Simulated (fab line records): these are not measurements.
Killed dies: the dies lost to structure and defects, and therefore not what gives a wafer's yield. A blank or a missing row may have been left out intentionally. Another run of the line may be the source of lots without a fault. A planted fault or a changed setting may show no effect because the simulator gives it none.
fab line records ; flow sky130
record: lots: 11; wafers: 33; last_day: 50
route steps=708 shown VIA2@510 CAPM@537 METAL3@567 PAD_OPEN@708
lots that met no fault: from a run of the same line without faults
start_h: start of the lot's first displayed wafer, in hours after the record's first day ; wait_h: hours from the lot's prior step to this one ; " same as the row above ; L1.1+2: several wafers, shown together as one row ; - no value present, or no start provided ; * or withheld: withheld ; < > ~ a bound
route shown NAME@n: NAME is a module with steps in the file, n the number in the route of the first one ; usual: mean/standard deviation of fault-free wafers ; same: alike in all rows ; chamber/n: place in a boat ; sites: per-site readings ; _std_site: how widely they spread, as a standard deviation ; _edge_site: mean of outer sites minus mean of inner sites ; radius_mm: for every site, how far away it sits from the centre of the wafer ; mask NAME#n: copy n ; behind: tool/chamber where the wafer was last shaped ; hold: cause of the lot's hold/its duration in hours/its outcome ; device: names the non-switching transistor (n, p or np) ; end of line: at the end of the route, the tests of the same wafers ; step lacking rows: just its recipe ; killed: dies that structure and defects cost at the first sort, which is not the same as the wafer's yield ; map: a wafer's dies, x killed, . not, _ none there
set.NAME: setting as actually run; set.NAME@STEP: the setting as run at that earlier step ; model.NAME: the simulator's own value behind a step, which no gauge read
one table for each step of the route and one row for each wafer, over a sample of lots
services: from which hour (start_h, from the record's first day; less than 0 if before it) a tool's chamber was out of use, for how many hours, and why
== steps ==
step: SKY_VIA2_BOW_MEAS_03
recipe: mode: bow
usual: VIA2_BOW: 87/7.6
lot.wafer;tool;chamber;start_h;wait_h;VIA2_BOW[um]
L513.1;film_metro-01;-;827.80;0.1;85
L513.3;film_metro-01;-;827.80;0.1;96
L513.4;film_metro-01;-;827.80;0.1;87
L514.3;film_metro-03;-;841.39;0.2;96
L514.4;film_metro-03;-;841.39;0.2;92
L514.6;film_metro-03;-;841.39;0.2;79
L515.3;film_metro-03;-;843.74;0.3;98
L515.4;film_metro-03;-;843.74;0.3;85
L515.6;film_metro-03;-;843.74;0.3;88
L518.2;film_metro-01;-;866.50;0.1;80
L518.4;film_metro-01;-;866.50;0.1;85
L518.6;film_metro-01;-;866.50;0.1;99
L519.3;film_metro-01;-;876.45;0.1;86
L519.4;film_metro-01;-;876.45;0.1;81
L519.5;film_metro-01;-;876.45;0.1;93
L520.1;film_metro-04;-;888.72;0.1;104
L520.4;film_metro-04;-;888.72;0.1;108
L520.5;film_metro-04;-;888.72;0.1;86
L521.1;film_metro-01;-;891.77;0.1;75
L521.2;film_metro-01;-;891.77;0.1;70
L521.3;film_metro-01;-;891.77;0.1;82
L524.2;film_metro-01;-;907.50;0.1;85
L524.4;film_metro-01;-;907.50;0.1;99
L524.6;film_metro-01;-;907.50;0.1;89
L532.1;film_metro-01;-;960.80;0.2;89
L532.4;film_metro-01;-;960.80;0.2;89
L532.6;film_metro-01;-;960.80;0.2;75
L533.1;film_metro-01;-;969.46;0.1;91
L533.4;film_metro-01;-;969.46;0.1;91
L533.6;film_metro-01;-;969.46;0.1;92
L535.2;film_metro-03;-;989.28;0.2;80
L535.5;film_metro-03;-;989.28;0.2;74
L535.6;film_metro-03;-;989.28;0.2;94
step: SKY_VIA2_ETCH_14
recipe: chemistry: N2/H2; target: BARC; ion_energy_ev: 200; source_w: 500; bias_w: 100; pressure_mtorr: 30; n2_flow_sccm: 100; h2_flow_sccm: 200; stop_on: SiO2; time_s: 45.9; target_depth_a: 600
usual: chamber_pressure_mTorr: 29.998/0.026; drypump_motor_current_A: 5.6/0.46; oes_product_au: 0.854/0.0047; throttle_valve_pct: 13.223/0.0085
lot.wafer;tool;chamber;start_h;wait_h;chamber_pressure_mTorr;drypump_motor_current_A;oes_product_au;rf_hours_counter_h;throttle_valve_pct
L513.1;rie_diel-01;0;854.15;0.0;29.995;5.5;0.853;1;13.213
L513.3;rie_diel-01;2;854.15;0.0;29.981;5.4;0.856;13;13.244
L513.4;rie_diel-01;1;854.15;0.0;29.998;6.1;0.863;12;13.214
L514.3;rie_diel-02;2;867.94;0.0;30.016;6.4;0.856;15;13.216
L514.4;rie_diel-02;3;867.94;0.0;30.019;5.9;0.857;4;13.217
L514.6;rie_diel-02;1;867.94;0.0;29.984;4.9;0.858;-;13.234
L515.3;rie_diel-01;0;870.19;0.0;30.025;5.5;0.855;2;13.228
L515.4;rie_diel-01;2;870.19;0.0;29.997;5.5;0.854;14;13.227
L515.6;rie_diel-01;2;870.19;0.0;30.026;5.5;0.860;-;13.229
L518.2;rie_diel-02;2;892.44;0.0;30.005;6.4;0.859;16;13.223
L518.4;rie_diel-02;0;892.44;0.0;30.040;5.2;0.862;1;13.231
L518.6;rie_diel-02;2;892.44;0.0;29.957;6.4;0.857;-;13.228
L519.3;rie_diel-02;2;902.14;0.0;29.967;6.4;0.856;16;13.218
L519.4;rie_diel-02;1;902.14;0.0;29.996;4.9;0.851;17;13.225
L519.5;rie_diel-02;2;902.14;0.0;30.004;6.4;0.853;-;13.226
L520.1;rie_diel-02;1;914.69;0.0;29.970;4.9;0.850;17;13.219
L520.4;rie_diel-02;3;914.69;0.0;30.010;6.0;0.850;5;13.224
L520.5;rie_diel-02;3;914.69;0.0;30.019;5.9;0.851;-;13.215
L521.1;rie_diel-02;0;917.39;0.0;30.012;5.2;0.850;2;13.212
L521.2;rie_diel-02;2;917.39;0.0;29.980;6.4;0.861;16;13.216
L521.3;rie_diel-02;1;917.39;0.0;30.000;4.9;0.861;18;13.219
L524.2;rie_diel-04;0;932.54;0.0;29.977;5.8;0.851;23;13.221
L524.4;rie_diel-04;3;932.54;0.0;30.020;5.3;0.856;8;13.221
L524.6;rie_diel-04;2;932.54;0.0;30.005;5.0;0.856;-;13.230
L532.1;rie_diel-01;1;983.74;0.0;30.023;6.1;0.849;17;13.198
L532.4;rie_diel-01;3;983.74;0.0;29.985;6.0;0.856;15;13.220
L532.6;rie_diel-01;2;983.74;0.0;29.981;5.5;0.853;-;13.229
L533.1;rie_diel-04;2;992.83;0.0;29.994;5.0;0.854;21;13.204
L533.4;rie_diel-04;0;992.83;0.0;29.986;5.7;0.857;-;13.228
L533.6;rie_diel-04;2;992.83;0.0;30.022;5.0;0.859;-;13.226
L535.2;rie_diel-02;1;1012.70;0.0;30.012;4.9;0.856;19;13.232
L535.5;rie_diel-02;2;1012.70;0.0;29.947;6.4;0.854;-;13.230
L535.6;rie_diel-02;1;1012.70;0.0;29.980;4.9;0.858;-;13.219
step: SKY_CAPM_CVD_00
recipe: material: SiO2; target_thk_nm: 15.5; temp_c: 400; time_s: withheld; rf_w: 450
usual: heater_power_w: 732/110
lot.wafer;tool;chamber;start_h;wait_h;heater_power_w
L513.1;pecvd-04;2;855.68;0.0;710
L513.3;pecvd-04;1;855.68;0.0;569
L513.4;pecvd-04;2;855.68;0.0;709
L514.3;pecvd-03;2;869.52;0.0;761
L514.4;pecvd-03;0;869.52;0.0;742
L514.6;pecvd-03;2;869.52;0.0;779
L515.3;pecvd-03;0;871.75;0.0;677
L515.4;pecvd-03;2;871.75;0.0;796
L515.6;pecvd-03;1;871.75;0.0;922
L518.2;pecvd-04;1;893.97;0.0;556
L518.4;pecvd-04;1;893.97;0.0;554
L518.6;pecvd-04;1;893.97;0.0;558
L519.3;pecvd-04;1;903.80;0.0;584
L519.4;pecvd-04;1;903.80;0.0;587
L519.5;pecvd-04;2;903.80;0.0;633
L520.1;pecvd-03;0;916.21;0.0;705
L520.4;pecvd-03;2;916.21;0.0;760
L520.5;pecvd-03;1;916.21;0.0;860
L521.1;pecvd-03;0;918.91;0.0;717
L521.2;pecvd-03;1;918.91;0.0;847
L521.3;pecvd-03;2;918.91;0.0;860
L524.2;pecvd-01;1;934.07;0.0;612
L524.4;pecvd-01;2;934.07;0.0;865
L524.6;pecvd-01;0;934.07;0.0;635
L532.1;pecvd-03;1;985.26;0.0;848
L532.4;pecvd-03;0;985.26;0.0;772
L532.6;pecvd-03;1;985.26;0.0;836
L533.1;pecvd-03;0;994.35;0.0;774
L533.4;pecvd-03;0;994.35;0.0;784
L533.6;pecvd-03;0;994.35;0.0;814
L535.2;pecvd-01;0;1014.22;0.0;625
L535.5;pecvd-01;1;1014.22;0.0;705
L535.6;pecvd-01;0;1014.22;0.0;620
step: SKY_CAPM_THK_MEAS_01
recipe: reads: SiO2_of_CAPM_CVD_00
usual: CAPM_CVD_00_THK: 15.4/0.36
lot.wafer;tool;chamber;start_h;wait_h;hold;CAPM_CVD_00_THK[nm]
L513.1;film_metro-03;-;855.70;-;-;15.2
L513.3;film_metro-03;-;855.70;-;-;14.8
L513.4;film_metro-03;-;855.70;-;-;15.4
L514.3;film_metro-03;-;869.57;-;-;15.1
L514.4;film_metro-03;-;869.57;-;-;15.8
L514.6;film_metro-03;-;869.57;-;-;15.5
L515.3;film_metro-02;-;871.79;-;-;15.2
L515.4;film_metro-02;-;871.79;-;-;15.2
L515.6;film_metro-02;-;871.79;-;-;14.8
L518.2;film_metro-01;-;894.01;-;-;14.8
L518.4;film_metro-01;-;894.01;-;-;15.0
L518.6;film_metro-01;-;894.01;-;-;14.9
L519.3;film_metro-01;-;903.84;-;-;14.9
L519.4;film_metro-01;-;903.84;-;-;15.1
L519.5;film_metro-01;-;903.84;-;-;15.6
L520.1;film_metro-01;-;916.23;-;-;15.6
L520.4;film_metro-01;-;916.23;-;-;15.4
L520.5;film_metro-01;-;916.23;-;-;15.4
L521.1;film_metro-03;-;918.93;-;-;15.6
L521.2;film_metro-03;-;918.93;-;-;15.1
L521.3;film_metro-03;-;918.93;-;-;15.1
L524.2;film_metro-02;-;934.10;-;-;15.3
L524.4;film_metro-02;-;934.10;-;-;15.6
L524.6;film_metro-02;-;934.10;-;-;16.1
L532.1;film_metro-02;-;985.29;-;await_dispo/0.2h/release;18.7
L532.4;film_metro-02;-;985.29;-;await_dispo/0.2h/release;19.6
L532.6;film_metro-02;-;985.29;-;await_dispo/0.2h/release;19.3
L532.1;film_metro-02;-;985.52;0.2;-;18.7
L532.4;film_metro-02;-;985.52;0.2;-;19.7
L532.6;film_metro-02;-;985.52;0.2;-;19.3
L533.1;film_metro-02;-;994.42;-;await_dispo/0.2h/release;19.3
L533.4;film_metro-02;-;994.42;-;await_dispo/0.2h/release;19.4
L533.6;film_metro-02;-;994.42;-;await_dispo/0.2h/release;19.8
L533.1;film_metro-02;-;994.65;0.2;-;19.3
L533.4;film_metro-02;-;994.65;0.2;-;19.4
L533.6;film_metro-02;-;994.65;0.2;-;19.8
L535.2;film_metro-02;-;1014.26;-;-;15.3
L535.5;film_metro-02;-;1014.26;-;-;15.1
L535.6;film_metro-02;-;1014.26;-;-;15.8
step: SKY_CAPM_RS_MEAS_03
recipe: thk_meas_gauge: four-point-probe; reads: TiN_of_CAPM_SPUTTER_02
usual: CAPM_TIN_RS: 6.92/0.074
lot.wafer;tool;chamber;start_h;wait_h;CAPM_TIN_RS[ohm/sq]
L513.1;film_metro-03;-;855.87;0.1;7.00
L513.3;film_metro-03;-;855.87;0.1;6.99
L513.4;film_metro-03;-;855.87;0.1;6.97
L514.3;film_metro-03;-;869.75;0.1;6.99
L514.4;film_metro-03;-;869.75;0.1;7.02
L514.6;film_metro-03;-;869.75;0.1;6.94
L515.3;film_metro-03;-;871.98;0.1;6.90
L515.4;film_metro-03;-;871.98;0.1;6.97
L515.6;film_metro-03;-;871.98;0.1;6.88
L518.2;film_metro-02;-;894.19;0.1;6.92
L518.4;film_metro-02;-;894.19;0.1;6.84
L518.6;film_metro-02;-;894.19;0.1;6.94
L519.3;film_metro-02;-;904.03;0.1;6.95
L519.4;film_metro-02;-;904.03;0.1;6.95
L519.5;film_metro-02;-;904.03;0.1;6.90
L520.1;film_metro-03;-;916.40;0.1;6.89
L520.4;film_metro-03;-;916.40;0.1;6.89
L520.5;film_metro-03;-;916.40;0.1;6.87
L521.1;film_metro-02;-;919.10;0.1;6.98
L521.2;film_metro-02;-;919.10;0.1;6.89
L521.3;film_metro-02;-;919.10;0.1;6.87
L524.2;film_metro-01;-;934.28;0.1;7.03
L524.4;film_metro-01;-;934.28;0.1;6.85
L524.6;film_metro-01;-;934.28;0.1;7.01
L532.1;film_metro-03;-;987.35;0.1;6.89
L532.4;film_metro-03;-;987.35;0.1;6.93
L532.6;film_metro-03;-;987.35;0.1;6.92
L533.1;film_metro-01;-;998.33;0.1;6.94
L533.4;film_metro-01;-;998.33;0.1;6.89
L533.6;film_metro-01;-;998.33;0.1;6.93
L535.2;film_metro-01;-;1014.44;0.1;6.78
L535.5;film_metro-01;-;1014.44;0.1;6.84
L535.6;film_metro-01;-;1014.44;0.1;6.89
step: SKY_METAL3_ETCH_17
recipe: target: SiO2; stop_on: TiN; chemistry: C4F8/O2/Ar; source_w: 1527; bias_w: 1200; pressure_mtorr: 40; c4f8_flow_sccm: withheld; O2_flow_sccm: 6; Ar_flow_sccm: 300; time_s: 3.9; target_depth_a: 150
usual: chamber_pressure_mTorr: 40.00/0.036; oes_product_au: 0.752/0.0095
lot.wafer;tool;chamber;start_h;wait_h;chamber_pressure_mTorr;oes_product_au;rf_hours_counter_h
L513.1;rie_diel-01;1;907.13;0.1;39.93;0.749;14
L513.3;rie_diel-01;3;907.13;0.1;40.00;0.735;13
L513.4;rie_diel-01;3;907.13;0.1;39.95;0.748;-
L514.3;rie_diel-02;2;920.74;0.0;40.02;0.744;17
L514.4;rie_diel-02;1;920.74;0.0;40.00;0.756;18
L514.6;rie_diel-02;1;920.74;0.0;39.97;0.752;-
L515.3;rie_diel-03;1;924.52;0.0;40.03;0.751;3
L515.4;rie_diel-03;0;924.52;0.0;39.99;0.751;23
L515.6;rie_diel-03;2;924.52;0.0;40.01;0.744;-
L518.2;rie_diel-02;1;944.97;0.1;40.00;0.739;18
L518.4;rie_diel-02;3;944.97;0.1;40.03;0.737;6
L518.6;rie_diel-02;0;944.97;0.1;39.97;0.737;-
L519.3;rie_diel-02;0;953.84;0.0;40.04;0.743;3
L519.4;rie_diel-02;3;953.84;0.0;40.00;0.752;6
L519.5;rie_diel-02;0;953.84;0.0;40.01;0.758;-
L520.1;rie_diel-01;1;966.12;0.1;39.96;0.755;16
L520.4;rie_diel-01;2;966.12;0.1;40.05;0.757;17
L520.5;rie_diel-01;0;966.12;0.1;40.06;0.748;-
L521.1;rie_diel-02;2;969.42;0.1;40.03;0.759;18
L521.2;rie_diel-02;3;969.42;0.1;40.05;0.741;6
L521.3;rie_diel-02;0;969.42;0.1;40.04;0.754;3
L524.2;rie_diel-02;0;983.65;0.1;39.98;0.750;4
L524.4;rie_diel-02;3;983.65;0.1;39.98;0.757;-
L524.6;rie_diel-02;2;983.65;0.1;39.94;0.766;-
L532.1;rie_diel-03;3;1031.52;0.1;39.99;0.833;10
L532.4;rie_diel-03;0;1031.52;0.1;40.01;0.862;27
L532.6;rie_diel-03;3;1031.52;0.1;40.02;0.847;-
L533.1;rie_diel-03;1;1041.62;0.1;40.04;0.844;6
L533.4;rie_diel-03;2;1041.62;0.1;39.97;0.853;13
L533.6;rie_diel-03;2;1041.62;0.1;39.91;0.853;-
L535.2;rie_diel-02;0;1058.73;0.1;40.00;0.742;7
L535.5;rie_diel-02;2;1058.73;0.1;39.98;0.749;-
L535.6;rie_diel-02;0;1058.73;0.1;40.05;0.756;-
step: SKY_PAD_OPEN_PROBE_99
usual: defect_limited_yield: 82.5/1.8; killed_at_M0_to_M3: 43/6.6; killed_at_M4_up: 2.9/1.8; killed_at_contacts: 25/5.3; killed_at_front_end: 15/4.1; killed_at_other: 0.3/0.6; killed_dies: 86/8.8; killed_open: 47/6.7; killed_short: 39/6.2
same: gross_dies: 492; killed_at_back_side: 0
lot.wafer;tool;chamber;start_h;wait_h;defect_limited_yield[%];killed_at_M0_to_M3;killed_at_M4_up;killed_at_contacts;killed_at_front_end;killed_at_other;killed_dies;killed_open;killed_short
L515.3;prober-01;-;1092.40;0.2;81.5;41;1;31;17;1;91;45;46
L515.4;prober-01;-;1092.45;0.2;84.6;41;1;18;16;0;76;38;38
L515.6;prober-01;-;1092.55;0.2;83.5;50;3;13;14;1;81;39;42
L519.3;prober-01;-;1120.31;0.2;79.7;56;3;23;18;0;100;45;55
L519.4;prober-01;-;1120.36;0.2;81.7;43;3;32;11;1;90;52;38
L519.5;prober-01;-;1120.41;0.2;83.1;37;4;26;16;0;83;51;32
L532.1;prober-01;-;1180.08;0.1;83.1;36;7;25;15;0;83;57;24
L532.4;prober-01;-;1180.23;0.2;83.1;39;3;25;16;0;83;48;35
L532.6;prober-01;-;1180.33;0.2;82.1;46;1;18;23;0;88;46;42
L533.1;prober-02;-;1187.28;0.1;82.1;38;2;33;14;1;88;46;42
L533.4;prober-02;-;1187.43;0.2;84.1;36;3;23;16;0;78;39;39
L533.6;prober-02;-;1187.53;0.2;82.3;41;5;26;15;0;87;45;41
killed by level:class
L515.3 LI_CONTACT:geometric_particle:open=10 VIA1:geometric_particle:open=8 METAL1:geometric_particle:short=8 CONTACT:geometric_particle:short=7 LI_CONTACT:geometric_particle:short=5 CONTACT:geometric_particle:open=5 METAL2:geometric_particle:short=5 VIA2:geometric_particle:open=5
L515.4 CONTACT:geometric_particle:open=9 VIA3:geometric_particle:open=7 VIA2:geometric_particle:open=6 METAL2:geometric_particle:short=5 POLY_GATE:geometric_particle:open=4 LI_CONTACT:geometric_particle:short=4 METAL1:geometric_particle:short=4 VIA1:geometric_particle:short=4
L515.6 VIA1:geometric_particle:open=10 VIA2:geometric_particle:open=8 VIA2:geometric_particle:short=8 METAL2:geometric_particle:short=5 VIA3:geometric_particle:open=5 LOCAL_INTERCONNECT:geometric_particle:short=4 CONTACT:geometric_particle:open=4 METAL1:geometric_particle:short=4
L519.3 VIA1:geometric_particle:open=13 CONTACT:geometric_particle:open=11 METAL1:geometric_particle:short=11 POLY_GATE:geometric_particle:short=6 LOCAL_INTERCONNECT:geometric_particle:short=5 VIA1:geometric_particle:short=5 VIA2:geometric_particle:open=5 VIA3:geometric_particle:short=5
L519.4 VIA1:geometric_particle:open=13 LI_CONTACT:geometric_particle:open=11 VIA2:geometric_particle:open=8 CONTACT:geometric_particle:open=8 LOCAL_INTERCONNECT:geometric_particle:short=6 METAL1:geometric_particle:short=5 METAL2:geometric_particle:short=5 POLY_GATE:geometric_particle:short=4
L519.5 CONTACT:geometric_particle:open=11 VIA1:geometric_particle:open=9 VIA2:geometric_particle:open=7 POLY_GATE:geometric_particle:open=6 LI_CONTACT:geometric_particle:open=6 METAL1:geometric_particle:short=5 LOCAL_INTERCONNECT:geometric_particle:short=5 CONTACT:geometric_particle:short=4
L532.1 VIA1:geometric_particle:open=14 CONTACT:geometric_particle:open=9 LI_CONTACT:geometric_particle:open=7 POLY_GATE:geometric_particle:short=5 VIA3:geometric_particle:open=5 METAL2:geometric_particle:short=5 VIA2:geometric_particle:open=5 LI_CONTACT:geometric_particle:short=4
L532.4 LI_CONTACT:geometric_particle:open=9 VIA2:geometric_particle:open=9 CONTACT:geometric_particle:open=8 VIA1:geometric_particle:open=7 FIELD_ISO:geometric_particle:short=5 VIA1:geometric_particle:short=4 POLY_GATE:geometric_particle:open=4 METAL1:geometric_particle:short=4
L532.6 POLY_GATE:geometric_particle:open=8 VIA3:geometric_particle:open=8 METAL1:geometric_particle:short=8 LI_CONTACT:geometric_particle:open=7 VIA1:geometric_particle:open=7 POLY_GATE:geometric_particle:short=6 METAL3:geometric_particle:short=6 FIELD_ISO:geometric_particle:open=5
L533.1 CONTACT:geometric_particle:open=16 VIA1:geometric_particle:open=9 METAL2:geometric_particle:short=7 LI_CONTACT:geometric_particle:open=7 METAL1:geometric_particle:short=5 POLY_GATE:geometric_particle:short=4 LOCAL_INTERCONNECT:geometric_particle:short=4 VIA2:geometric_particle:short=4
L533.4 CONTACT:geometric_particle:open=7 VIA2:geometric_particle:open=6 VIA1:geometric_particle:open=6 VIA2:geometric_particle:short=5 LI_CONTACT:geometric_particle:open=5 VIA1:geometric_particle:short=5 LI_CONTACT:geometric_particle:short=4 VIA3:geometric_particle:open=4
L533.6 VIA1:geometric_particle:open=11 LI_CONTACT:geometric_particle:open=8 VIA2:geometric_particle:open=6 CONTACT:geometric_particle:open=6 FIELD_ISO:geometric_particle:short=5 LI_CONTACT:geometric_particle:short=5 CONTACT:geometric_particle:short=5 METAL1:geometric_particle:short=5
== services ==
tool;chamber;start_h;hours;kind
pecvd-03;2;833.52;19.0;repair
rie_diel-02;2;852.59;4.1;repair
pecvd-04;-;863.97;28.1;pm
rie_diel-03;0;872.27;21.1;repair
rie_diel-01;3;880.35;2.7;repair
rie_diel-01;0;897.34;15.9;repair
rie_diel-03;1;897.48;14.5;repair
pecvd-04;-;904.84;3.1;repair
pecvd-04;-;905.90;0.7;repair
rie_diel-04;1;908.04;21.6;repair
rie_diel-02;3;924.14;17.2;repair
rie_diel-04;1;952.84;4.3;repair
pecvd-03;2;959.36;44.9;repair
rie_diel-02;1;959.73;44.3;repair
rie_diel-02;-;960.61;0.4;repair
rie_diel-04;3;964.85;79.6;repair
rie_diel-02;-;966.72;0.3;repair
pecvd-01;-;975.19;14.6;pm
pecvd-03;0;986.88;4.3;repair
pecvd-03;1;990.47;20.8;repair
rie_diel-03;1;998.43;5.3;repair
rie_diel-03;-;1013.59;2.8;pm
rie_diel-02;3;1022.15;41.1;repair
rie_diel-02;1;1058.58;5.4;repair
== key ==
first_sign: step: SKY_CAPM_THK_MEAS_01; reading: visit; direction: added
effect: step: SKY_CAPM_THK_MEAS_01; reading: CAPM_CVD_00_THK; direction: up; sigmas: 11; usual: 15.4; struck: 19.3
effect: step: SKY_METAL3_ETCH_17; reading: oes_product_au; direction: up; sigmas: 10; usual: 0.752; struck: 0.849
met_at SKY_CAPM_CVD_00
struck_lots L532,L533
not_acting_at SKY_VIA2_BOW_MEAS_03,SKY_VIA2_ETCH_14,SKY_CAPM_RS_MEAS_03
onset_between 918.91 985.26
fault: kind: process_parameter_drift; tool: pecvd-03; chamber: -; onset_h: 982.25; steps: SKY_CAPM_CVD_00; channel: time_s; offset: withheld; shape: step; end_h: 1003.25; acts_in: *
